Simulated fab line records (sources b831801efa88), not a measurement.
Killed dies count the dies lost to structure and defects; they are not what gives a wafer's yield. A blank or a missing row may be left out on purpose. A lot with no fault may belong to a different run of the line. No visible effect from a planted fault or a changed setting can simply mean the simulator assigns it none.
fab line records	flow sky130
record lots=7	wafers=21	last_day=50
route steps=708 shown LI_CONTACT@364 PAD_OPEN@708
lots that met no fault: taken from a fault-free run of the same line
start_h: hours from the record's first day to the start of the lot's first wafer shown	wait_h: hours from the lot's prior step to this one	" as in the row above	L1.1+2: a row that stands for several wafers	- no value, or no start was given	* or withheld: withheld	< > ~ a bound
route shown NAME@n: NAME is a module with steps in the file, n the number in the route of the first one	usual: mean and standard deviation over wafers with no fault	same: alike in all rows	chamber/n: place in a boat	sites: each site's reading	_std_site: the standard deviation of these	_edge_site: mean of outer sites minus mean of inner sites	radius_mm: how far each site lies from the wafer's centre	mask NAME#n: copy n	behind: tool/chamber where the wafer was last shaped	hold: the reason the lot was held/the length of the hold in hours/how it ended	device: whichever transistor did not switch (one of n, p or np)	end of line: the same wafers' tests at the end of the route	where a step has no rows: the recipe by itself	killed: dies that structure and defects cost at the first sort, which is not the same as the wafer's yield	map: a wafer's dies, marking killed ones x, the rest . and places with no die _
set.NAME: the setting that was run; set.NAME@STEP: the one run at that earlier step	model.NAME: the simulator's own value behind a step, which no gauge read
lots at some steps of the route; a table a step, a row a wafer
services: a tool's chamber out of use, with start hour (start_h, from the record's first day; less than 0 if before it), hours out, and reason
## steps
# step SKY_LI_CONTACT_CMP_02
# recipe material=PSG	down_force_psi=4	platen_rpm=60	pad_velocity_m_s=0.94248
# usual motor_current_A=12.1/0.71	platen_rpm=60.01/0.035	slurry_flow_ml_min=150.0/0.48	time_to_endpoint_s=32.7/3
lot.wafer	tool	chamber	start_h	wait_h	motor_current_A	platen_rpm	slurry_flow_ml_min	time_to_endpoint_s
L419.2	cmp-02	0	650.82	0.1	12.1	60.03	150.1	34.9
L419.4	"	1	"	"	12.3	60.02	149.6	30.8
L419.5	"	3	"	"	11.7	60.01	149.2	28.9
L425.3	cmp-02	2	701.23	0.0	12.6	59.95	150.0	32.1
L425.4	"	0	"	"	11.9	60.00	150.1	37.5
L425.5	"	2	"	"	12.8	60.00	150.4	33.9
L431.2	cmp-02	3	749.44	0.2	11.5	60.00	150.0	30.5
L431.6	"	0	"	"	11.8	59.96	150.7	39.7
L431.5	"	1	"	"	12.1	60.06	149.9	36.1
L432.4	cmp-01	0	756.88	0.2	12.3	60.02	149.3	34.8
L432.6	"	1	"	"	10.7	60.03	149.6	34.7
L432.5	"	2	"	"	13.1	60.04	149.6	35.4
L433.4	cmp-01	1	767.51	0.1	10.7	60.05	149.2	34.6
L433.2	"	3	"	"	12.8	60.02	149.9	32.9
L433.5	"	0	"	"	12.9	60.01	149.9	34.8
L436.1	cmp-01	2	787.32	0.1	12.7	60.00	149.4	33.0
L436.3	"	1	"	"	10.7	59.93	150.1	34.6
L436.5	"	2	"	"	12.5	59.98	150.0	30.5
L442.3	cmp-02	1	830.36	0.0	11.8	60.06	150.7	33.2
L442.2	"	2	"	"	13.0	59.97	149.3	31.6
L442.6	"	1	"	"	12.4	60.07	149.9	33.5
# step SKY_LI_CONTACT_BOW_MEAS_03
# recipe mode=bow
# usual LI_CONTACT_BOW=57/7.4
lot.wafer	tool	chamber	start_h	wait_h	LI_CONTACT_BOW[um]
L419.2	film_metro-02	-	651.04	0.2	52
L419.4	"	-	"	"	55
L419.5	"	-	"	"	61
L425.3	film_metro-02	-	701.57	0.3	57
L425.4	"	-	"	"	64
L425.5	"	-	"	"	55
L431.2	film_metro-02	-	749.61	0.1	57
L431.5	"	-	"	"	72
L431.6	"	-	"	"	52
L432.4	film_metro-02	-	757.09	0.2	51
L432.5	"	-	"	"	62
L432.6	"	-	"	"	54
L433.2	film_metro-03	-	767.78	0.1	59
L433.4	"	-	"	"	41
L433.5	"	-	"	"	48
L436.1	film_metro-04	-	787.64	0.3	46
L436.3	"	-	"	"	61
L436.5	"	-	"	"	54
L442.2	film_metro-02	-	830.68	0.2	58
L442.3	"	-	"	"	46
L442.6	"	-	"	"	60
# step SKY_LI_CONTACT_DEHYDRATE_04
# recipe temp_c=200	time_s=60
# step SKY_LI_CONTACT_HMDS_05
# recipe prime_time_s=60	prime_temp_c=120
# step SKY_LI_CONTACT_COAT_06
# recipe resist=BARC	temp_c=withheld	time_s=withheld	spin_rpm=3000	resist_thk_nm=60
# step SKY_LI_CONTACT_COAT_07
# recipe resist=KrF-thick	spin_rpm=3000	resist_thk_nm=450
# step SKY_LI_CONTACT_SOFTBAKE_08
# recipe temp_c=100	time_s=90	resist=KrF-thick
# step SKY_LI_CONTACT_EXPOSE_09
# recipe mask_id=LICM1	na=0.8	source_shape=annular	sigma_inner=0.55	sigma_outer=0.85	target_cd_nm=170	dose_mj=38
# step SKY_LI_CONTACT_PEB_10
# recipe peb_temp_c=withheld	peb_time_s=withheld	resist=KrF-thick
# step SKY_LI_CONTACT_DEVELOP_11
# recipe develop_time_s=60	resist=KrF-thick	dev_temp_c=21
# step SKY_LI_CONTACT_CD_MEAS_12
# recipe target_cd_nm=170
# usual cd_nm=170.0/1.2
lot.wafer	tool	chamber	start_h	wait_h	cd_nm
L419.2	cd_sem-02	-	680.37	-	170.4
L419.4	"	-	"	"	171.0
L419.5	"	-	"	"	172.5
L425.3	cd_sem-01	-	729.63	-	169.3
L425.4	"	-	"	"	168.9
L425.5	"	-	"	"	168.6
L431.2	cd_sem-02	-	776.72	-	167.8
L431.5	"	-	"	"	170.0
L431.6	"	-	"	"	168.7
L432.4	cd_sem-01	-	784.17	-	172.2
L432.5	"	-	"	"	169.2
L432.6	"	-	"	"	170.0
L433.2	cd_sem-02	-	794.53	-	169.8
L433.4	"	-	"	"	170.4
L433.5	"	-	"	"	170.6
L436.1	cd_sem-02	-	814.41	-	170.5
L436.3	"	-	"	"	168.9
L436.5	"	-	"	"	170.0
L442.2	cd_sem-02	-	856.98	-	169.1
L442.3	"	-	"	"	169.7
L442.6	"	-	"	"	168.7
# step SKY_LI_CONTACT_OVL_MEAS_13
# usual LI_CONTACT_OVL=-1/5.7
lot.wafer	tool	chamber	start_h	wait_h	LI_CONTACT_OVL[nm]
L419.2	overlay-01	-	680.48	0.1	-4
L419.4	"	-	"	"	4
L419.5	"	-	"	"	-5
L425.3	overlay-01	-	729.72	0.1	-6
L425.4	"	-	"	"	3
L425.5	"	-	"	"	3
L431.2	overlay-01	-	776.83	0.1	7
L431.5	"	-	"	"	2
L431.6	"	-	"	"	5
L432.4	overlay-02	-	784.24	0.1	-4
L432.5	"	-	"	"	-6
L432.6	"	-	"	"	-3
L433.2	overlay-02	-	794.63	0.1	-4
L433.4	"	-	"	"	4
L433.5	"	-	"	"	-7
L436.1	overlay-02	-	814.53	0.1	-8
L436.3	"	-	"	"	-8
L436.5	"	-	"	"	-13
L442.2	overlay-02	-	857.08	0.1	8
L442.3	"	-	"	"	-2
L442.6	"	-	"	"	1
# step SKY_LI_CONTACT_ETCH_14
# recipe chemistry=N2/H2	target=BARC	ion_energy_ev=200	source_w=500	bias_w=100	pressure_mtorr=30	n2_flow_sccm=100	h2_flow_sccm=200	stop_on=SiO2	time_s=45.9	target_depth_a=600
# usual bias_w=100.0/0.32	chamber_pressure_mTorr=29.997/0.026	drypump_motor_current_A=5.7/0.34	oes_product_au=0.855/0.0051	throttle_valve_pct=13.224/0.0097
lot.wafer	tool	chamber	start_h	wait_h	bias_w	chamber_pressure_mTorr	drypump_motor_current_A	oes_product_au	rf_hours_counter_h	throttle_valve_pct	model.KrF-thick_of_LI_CONTACT_COAT_07.thk_nm
L419.2	rie_diel-02	3	680.51	0.0	100.3	30.005	6.3	0.860	49	13.221	392.8
L419.4	"	1	"	"	100.1	30.000	5.9	0.860	39	13.226	392.1
L419.5	"	0	"	"	100.1	29.993	4.8	0.853	-	13.237	394.3
L425.3	rie_diel-01	2	729.74	0.0	100.2	30.024	5.9	0.849	6	13.229	391.8
L425.4	"	2	"	"	100.0	29.982	5.9	0.859	-	13.223	390.5
L425.5	"	3	"	"	100.1	30.051	6.0	0.854	-	13.219	391.8
L431.2	rie_diel-02	2	776.86	0.0	-	-	-	-	-	-	438.5
L431.5	"	0	"	"	-	-	-	-	-	-	438.1
L431.6	"	3	"	"	-	-	-	-	-	-	437.2
L432.4	rie_diel-01	0	784.26	0.0	-	-	-	-	-	-	434.3
L432.5	"	0	"	"	-	-	-	-	-	-	435.5
L432.6	"	1	"	"	-	-	-	-	-	-	434
L433.2	rie_diel-04	0	794.66	0.0	-	-	-	-	-	-	436.6
L433.4	"	1	"	"	-	-	-	-	-	-	438
L433.5	"	1	"	"	-	-	-	-	-	-	439.1
L436.1	rie_diel-02	2	814.56	0.0	100.3	30.040	6.0	0.855	5	13.218	393.4
L436.3	"	1	"	"	100.1	30.001	5.8	0.858	1	13.213	395.9
L436.5	"	0	"	"	100.3	29.997	4.8	0.860	-	13.224	395
L442.2	rie_diel-02	1	857.11	0.0	99.8	29.997	5.9	0.858	2	13.228	391
L442.3	"	2	"	"	99.6	29.977	6.1	0.853	6	13.236	392.4
L442.6	"	2	"	"	100.1	29.961	6.0	0.855	-	13.231	391.8
# step SKY_LI_CONTACT_ETCH_15
# recipe target=PSG	chemistry=C4F8/O2/Ar	stop_on=Si	taper_deg=4.15	mask_material=KrF-thick	source_w=1500	bias_w=1200	pressure_mtorr=40	c4f8_flow_sccm=withheld	O2_flow_sccm=6	Ar_flow_sccm=300	time_s=withheld	target_depth_a=6000
# usual bias_w=1200/3.4	chamber_pressure_mTorr=40.00/0.033	oes_product_au=0.837/0.0048
lot.wafer	tool	chamber	start_h	wait_h	bias_w	chamber_pressure_mTorr	oes_product_au	model.KrF-thick_of_LI_CONTACT_COAT_07.thk_nm
L419.2	rie_diel-02	3	680.55	0.0	1202	39.92	0.830	231.6
L419.4	"	1	"	"	1200	40.05	0.832	228.6
L419.5	"	0	"	"	1202	39.97	0.833	235.6
L425.3	rie_diel-01	2	729.78	0.0	1202	40.01	0.829	224.8
L425.4	"	2	"	"	1199	39.98	0.831	223.5
L425.5	"	3	"	"	1206	40.00	0.843	233.5
L431.2	rie_diel-02	2	776.90	0.0	1204	40.10	0.376	276.5
L431.5	"	0	"	"	1198	40.00	0.382	278.1
L431.6	"	3	"	"	1198	39.98	0.373	274.9
L432.4	rie_diel-01	0	784.30	0.0	1197	40.01	0.382	264.7
L432.5	"	0	"	"	1201	39.99	0.374	265.7
L432.6	"	1	"	"	1205	40.05	0.366	272.1
L433.2	rie_diel-04	0	794.70	0.0	1198	40.06	0.372	276.5
L433.4	"	1	"	"	1199	40.03	0.385	277
L433.5	"	1	"	"	1193	40.05	0.374	278.1
L436.1	rie_diel-02	2	814.60	0.0	1199	39.95	0.849	231.3
L436.3	"	1	"	"	1207	39.99	0.832	236.9
L436.5	"	0	"	"	1202	40.02	0.833	237.7
L442.2	rie_diel-02	1	857.16	0.0	1201	39.99	0.827	232.5
L442.3	"	2	"	"	1207	40.05	0.829	235.8
L442.6	"	2	"	"	1204	40.02	0.842	232
# step SKY_LI_CONTACT_STRIP_16
# recipe chemistry=O2/N2	power_w=1400	pressure_mtorr=1500	platen_temp_c=withheld	o2_flow_sccm=3000	n2_flow_sccm=300	overash_fraction=0.5
# usual drypump_motor_current_A=5.6/0.49	o2_flow_sccm=2999/8.9	oes_product_au=0.376/0.005	strip_time_to_endpoint_s=3.49/0.049
lot.wafer	tool	chamber	start_h	wait_h	drypump_motor_current_A	o2_flow_sccm	oes_product_au	rf_hours_counter_h	strip_time_to_endpoint_s
L419.2	plasma_asher-02	0	680.63	-	4.9	2988	0.376	86	3.50
L419.4	"	1	"	"	6.2	3016	0.371	-	3.47
L419.5	"	0	"	"	4.9	2986	0.378	-	3.54
L425.3	plasma_asher-02	0	729.90	-	4.9	3010	0.379	-	3.40
L425.4	"	1	"	"	6.1	3005	0.366	-	3.40
L425.5	"	0	"	"	4.9	2998	0.374	-	3.52
L431.2	plasma_asher-03	0	776.98	-	5.3	2993	0.397	3	3.97
L431.5	"	0	"	"	5.3	2981	0.402	-	4.00
L431.6	"	1	"	"	5.2	3013	0.392	-	3.96
L432.4	plasma_asher-02	1	784.42	-	6.2	3001	0.394	-	3.85
L432.5	"	0	"	"	4.9	3007	0.398	-	3.86
L432.6	"	1	"	"	6.2	3004	0.391	-	3.94
L433.2	plasma_asher-03	0	794.79	-	5.3	2993	0.392	5	3.98
L433.4	"	0	"	"	5.3	2987	0.393	-	3.99
L433.5	"	1	"	"	5.3	2992	0.400	-	4.00
L436.1	plasma_asher-01	1	814.69	-	5.7	3003	0.377	38	3.50
L436.3	"	0	"	"	6.1	3000	0.384	-	3.55
L436.5	"	0	"	"	6.1	2994	0.382	-	3.56
L442.2	plasma_asher-02	0	857.24	-	4.9	2998	0.375	104	3.51
L442.3	"	0	"	"	4.9	3001	0.378	-	3.54
L442.6	"	1	"	"	6.2	2989	0.381	-	3.50
# step SKY_LI_CONTACT_CLEAN_17
# recipe chemistry=NMP	time_s=600	temp_c=60	dry=n2_spin
# step SKY_PAD_OPEN_PROBE_99
# usual killed_at_M0_to_M3=43/6.7	killed_at_M4_up=3.1/1.9	killed_at_contacts=25/5	killed_at_front_end=15/4	killed_at_other=0.4/0.69	killed_dies=87/9.2	killed_on_rim=17/3.6	killed_open=46/7.1	killed_short=40/6.8
# same gross_dies=492	killed_at_back_side=0
lot.wafer	tool	chamber	start_h	wait_h	killed_at_M0_to_M3	killed_at_M4_up	killed_at_contacts	killed_at_front_end	killed_at_other	killed_dies	killed_on_rim	killed_open	killed_short
L425.3	prober-01	-	1116.98	0.2	48	1	25	11	0	85	19	46	39
L425.4	prober-01	-	1117.03	0.2	37	0	28	18	0	83	18	39	43
L425.5	prober-01	-	1117.08	0.2	61	2	26	13	0	102	18	51	50
L431.2	prober-01	-	1152.53	0.1	29	6	436	18	3	492	96	46	34
L431.5	prober-01	-	1152.68	0.2	40	2	434	15	1	492	96	42	30
L431.6	prober-01	-	1152.73	0.2	39	5	424	23	1	492	96	50	40
L432.4	prober-01	-	1156.09	0.2	46	2	432	12	0	492	96	57	36
L432.5	prober-01	-	1156.14	0.2	59	3	417	13	0	492	96	57	33
L432.6	prober-01	-	1156.19	0.2	41	4	431	16	0	492	96	36	43
L433.2	prober-02	-	1161.53	0.1	46	3	425	18	0	492	96	48	38
L433.4	prober-02	-	1161.63	0.2	43	3	431	14	1	492	96	36	49
L433.5	prober-02	-	1161.68	0.2	50	3	414	25	0	492	96	60	39
L436.1	prober-01	-	1175.57	0.1	37	3	26	18	2	86	24	42	42
L436.3	prober-01	-	1175.67	0.2	42	4	21	20	2	89	25	42	45
L436.5	prober-01	-	1175.77	0.2	39	1	20	6	1	67	10	31	34
# killed by level:class
L425.3 METAL1:geometric_particle:short=10 VIA3:geometric_particle:open=9 CONTACT:geometric_particle:open=9 LI_CONTACT:geometric_particle:open=8 VIA1:geometric_particle:open=7 CONTACT:geometric_particle:short=6 METAL2:geometric_particle:short=6 VIA2:geometric_particle:open=6
L425.4 VIA3:geometric_particle:open=9 CONTACT:geometric_particle:open=9 LOCAL_INTERCONNECT:geometric_particle:short=8 FIELD_ISO:geometric_particle:short=7 VIA1:geometric_particle:open=5 VIA2:geometric_particle:open=5 FIELD_ISO:geometric_particle:open=4 POLY_GATE:geometric_particle:short=4
L425.5 METAL2:geometric_particle:short=14 VIA1:geometric_particle:open=11 METAL1:geometric_particle:short=9 VIA3:geometric_particle:open=9 LI_CONTACT:geometric_particle:open=7 CONTACT:geometric_particle:open=7 LOCAL_INTERCONNECT:geometric_particle:short=5 CONTACT:geometric_particle:short=5
L431.2 LI_CONTACT:area_etch=409 CONTACT:geometric_particle:open=11 VIA1:geometric_particle:open=8 FIELD_ISO:geometric_particle:open=6 CONTACT:geometric_particle:short=5 METAL1:geometric_particle:short=5 POLY_GATE:geometric_particle:short=4 LI_CONTACT:geometric_particle:short=4
L431.5 LI_CONTACT:area_etch=419 VIA2:geometric_particle:open=9 CONTACT:geometric_particle:open=7 VIA1:geometric_particle:open=7 METAL1:geometric_particle:short=6 METAL2:geometric_particle:short=5 FIELD_ISO:geometric_particle:open=3 POLY_GATE:geometric_particle:open=3
L431.6 LI_CONTACT:area_etch=401 LI_CONTACT:geometric_particle:open=9 FIELD_ISO:geometric_particle:open=8 CONTACT:geometric_particle:open=7 POLY_GATE:geometric_particle:open=6 METAL1:geometric_particle:short=6 LI_CONTACT:geometric_particle:short=5 VIA3:geometric_particle:open=5
L432.4 LI_CONTACT:area_etch=399 CONTACT:geometric_particle:open=15 VIA1:geometric_particle:open=13 VIA2:geometric_particle:open=7 LI_CONTACT:geometric_particle:open=6 CONTACT:geometric_particle:short=6 METAL1:geometric_particle:short=5 VIA3:geometric_particle:open=5
L432.5 LI_CONTACT:area_etch=401 VIA1:geometric_particle:open=14 VIA2:geometric_particle:open=10 VIA3:geometric_particle:open=9 METAL2:geometric_particle:short=6 LI_CONTACT:geometric_particle:open=6 METAL1:geometric_particle:short=6 CONTACT:geometric_particle:open=5
L432.6 LI_CONTACT:area_etch=412 VIA1:geometric_particle:short=7 VIA3:geometric_particle:open=6 LOCAL_INTERCONNECT:geometric_particle:short=6 CONTACT:geometric_particle:open=6 METAL1:geometric_particle:short=6 FIELD_ISO:geometric_particle:open=5 METAL2:geometric_particle:short=5
L433.2 LI_CONTACT:area_etch=406 VIA1:geometric_particle:open=8 VIA2:geometric_particle:open=8 METAL1:geometric_particle:short=7 FIELD_ISO:geometric_particle:open=6 VIA2:geometric_particle:short=6 LI_CONTACT:geometric_particle:open=5 CONTACT:geometric_particle:open=5
L433.4 LI_CONTACT:area_etch=406 METAL1:geometric_particle:short=11 VIA1:geometric_particle:open=10 CONTACT:geometric_particle:open=7 FIELD_ISO:geometric_particle:short=6 LOCAL_INTERCONNECT:geometric_particle:short=6 CONTACT:geometric_particle:short=6 VIA1:geometric_particle:short=5
L433.5 LI_CONTACT:area_etch=393 VIA1:geometric_particle:open=15 CONTACT:geometric_particle:open=9 FIELD_ISO:geometric_particle:open=8 CONTACT:geometric_particle:short=6 VIA2:geometric_particle:open=6 METAL1:geometric_particle:short=5 VIA3:geometric_particle:short=5
L436.1 VIA1:geometric_particle:open=10 VIA2:geometric_particle:open=9 CONTACT:geometric_particle:short=8 POLY_GATE:geometric_particle:short=5 LI_CONTACT:geometric_particle:open=5 CONTACT:geometric_particle:open=5 METAL2:geometric_particle:short=5 FIELD_ISO:geometric_particle:open=4
L436.3 CONTACT:geometric_particle:open=9 VIA1:geometric_particle:open=9 VIA3:geometric_particle:open=7 VIA2:geometric_particle:open=6 METAL1:geometric_particle:short=6 POLY_GATE:geometric_particle:short=5 CONTACT:geometric_particle:short=5 POLY_GATE:geometric_particle:open=4
L436.5 VIA3:geometric_particle:open=9 LI_CONTACT:geometric_particle:open=8 VIA1:geometric_particle:open=8 LI_CONTACT:geometric_particle:short=6 VIA1:geometric_particle:short=4 METAL3:geometric_particle:short=4 CONTACT:geometric_particle:short=3 METAL1:geometric_particle:short=3
# map L431.2 (x killed, . not)
__________xxxxxxxxxx_________
________xxxxxxxxxxxxxx_______
______xxxxxxxxxxxxxxxxxx_____
_____xxxxxxxxxxxxxxxxxxxx____
____xxxxxxxxxxxxxxxxxxxxxx___
___xxxxxxxxxxxxxxxxxxxxxxxx__
__xxxxxxxxxxxxxxxxxxxxxxxxxx_
_xxxxxxxxxxxxxxxxxxxxxxxxxxxx
_xxxxxxxxxxxxxxxxxxxxxxxxxxxx
_xxxxxxxxxxxxxxxxxxxxxxxxxxxx
_xxxxxxxxxxxxxxxxxxxxxxxxxxxx
_xxxxxxxxxxxxxxxxxxxxxxxxxxxx
_xxxxxxxxxxxxxxxxxxxxxxxxxxxx
_xxxxxxxxxxxxxxxxxxxxxxxxxxxx
_xxxxxxxxxxxxxxxxxxxxxxxxxxxx
__xxxxxxxxxxxxxxxxxxxxxxxxxx_
___xxxxxxxxxxxxxxxxxxxxxxxx__
____xxxxxxxxxxxxxxxxxxxxxx___
_____xxxxxxxxxxxxxxxxxxxx____
______xxxxxxxxxxxxxxxxxx_____
________xxxxxxxxxxxxxx_______
__________xxxxxxxxxx_________
# map L432.4 (x killed, . not)
__________xxxxxxxxxx_________
________xxxxxxxxxxxxxx_______
______xxxxxxxxxxxxxxxxxx_____
_____xxxxxxxxxxxxxxxxxxxx____
____xxxxxxxxxxxxxxxxxxxxxx___
___xxxxxxxxxxxxxxxxxxxxxxxx__
__xxxxxxxxxxxxxxxxxxxxxxxxxx_
_xxxxxxxxxxxxxxxxxxxxxxxxxxxx
_xxxxxxxxxxxxxxxxxxxxxxxxxxxx
_xxxxxxxxxxxxxxxxxxxxxxxxxxxx
_xxxxxxxxxxxxxxxxxxxxxxxxxxxx
_xxxxxxxxxxxxxxxxxxxxxxxxxxxx
_xxxxxxxxxxxxxxxxxxxxxxxxxxxx
_xxxxxxxxxxxxxxxxxxxxxxxxxxxx
_xxxxxxxxxxxxxxxxxxxxxxxxxxxx
__xxxxxxxxxxxxxxxxxxxxxxxxxx_
___xxxxxxxxxxxxxxxxxxxxxxxx__
____xxxxxxxxxxxxxxxxxxxxxx___
_____xxxxxxxxxxxxxxxxxxxx____
______xxxxxxxxxxxxxxxxxx_____
________xxxxxxxxxxxxxx_______
__________xxxxxxxxxx_________
## services
tool	chamber	start_h	hours	kind
cmp-02	-	643.94	0.2	repair
rie_diel-02	3	646.84	5.1	repair
rie_diel-04	3	649.94	4.7	repair
rie_diel-01	3	674.53	6.9	repair
rie_diel-01	0	680.12	9.9	repair
cmp-02	-	692.96	1.1	repair
rie_diel-02	0	697.32	6.4	repair
rie_diel-01	-	714.24	5.7	repair
cmp-01	-	715.40	0.7	repair
plasma_asher-03	-	717.84	0.6	repair
cmp-01	-	719.98	0.8	repair
rie_diel-04	0	720.72	6.9	repair
rie_diel-01	0	728.48	3.9	repair
cmp-01	-	730.58	0.5	repair
plasma_asher-03	-	733.75	9.0	pm
cmp-02	-	736.22	7.1	pm
rie_diel-01	0	738.54	7.4	repair
rie_diel-02	-	740.99	1.0	repair
cmp-01	-	744.00	4.0	pm
plasma_asher-03	-	745.64	1.0	repair
rie_diel-01	2	772.10	7.7	repair
rie_diel-01	0	791.59	8.7	repair
cmp-02	-	814.45	0.3	repair
cmp-01	-	854.13	1.8	repair
## key
first_sign step=SKY_LI_CONTACT_ETCH_14	reading=tool_record	direction=missing
effect step=SKY_LI_CONTACT_ETCH_15	reading=oes_product_au	direction=down	sigmas=95	usual=0.837	struck=0.376
effect step=SKY_LI_CONTACT_STRIP_16	reading=strip_time_to_endpoint_s	direction=up	sigmas=9.4	usual=*	struck=*
effect step=SKY_PAD_OPEN_PROBE_99	reading=killed_at_contacts	direction=up	sigmas=81	usual=25	struck=427
model_effect step=SKY_LI_CONTACT_ETCH_14	value=KrF-thick_of_LI_CONTACT_COAT_07.thk_nm	without=393.3	struck=436.8
model_effect step=SKY_LI_CONTACT_ETCH_15	value=KrF-thick_of_LI_CONTACT_COAT_07.thk_nm	without=230.2	struck=273.7
more_kills_born_at SKY_LI_CONTACT_ETCH_14@rie_diel-02=1229	SKY_LI_CONTACT_ETCH_14@rie_diel-01=1212	SKY_LI_CONTACT_ETCH_14@rie_diel-04=1205
met_at SKY_LI_CONTACT_ETCH_14
struck_wafers L431.2,L431.5,L431.6,L432.4,L432.5,L432.6,L433.2,L433.4,L433.5
later_rows_left_out L431.2,L431.5,L431.6,L432.4,L432.5,L432.6,L433.2,L433.4,L433.5
tester_left_out L431,L432,L433
onset_between 729.74 776.86
fault kind=skipped_step_whole	tool=rie_diel-01,rie_diel-02,rie_diel-04	chamber=-	onset_h=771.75	steps=SKY_LI_CONTACT_ETCH_14	scope=struck_lots_only
# tester_left_out: of these lots the tester's yield and bins aren't shown, on N5 and GAA mostly nor the transistor test; their killed dies are dies lost to structure and defects alone, not to doping, threshold or leakage, so they don't give the yield
# later_rows_left_out: the simulator's readings of these wafers behind a module that went badly wrong aren't trusted and aren't shown, but for the sort
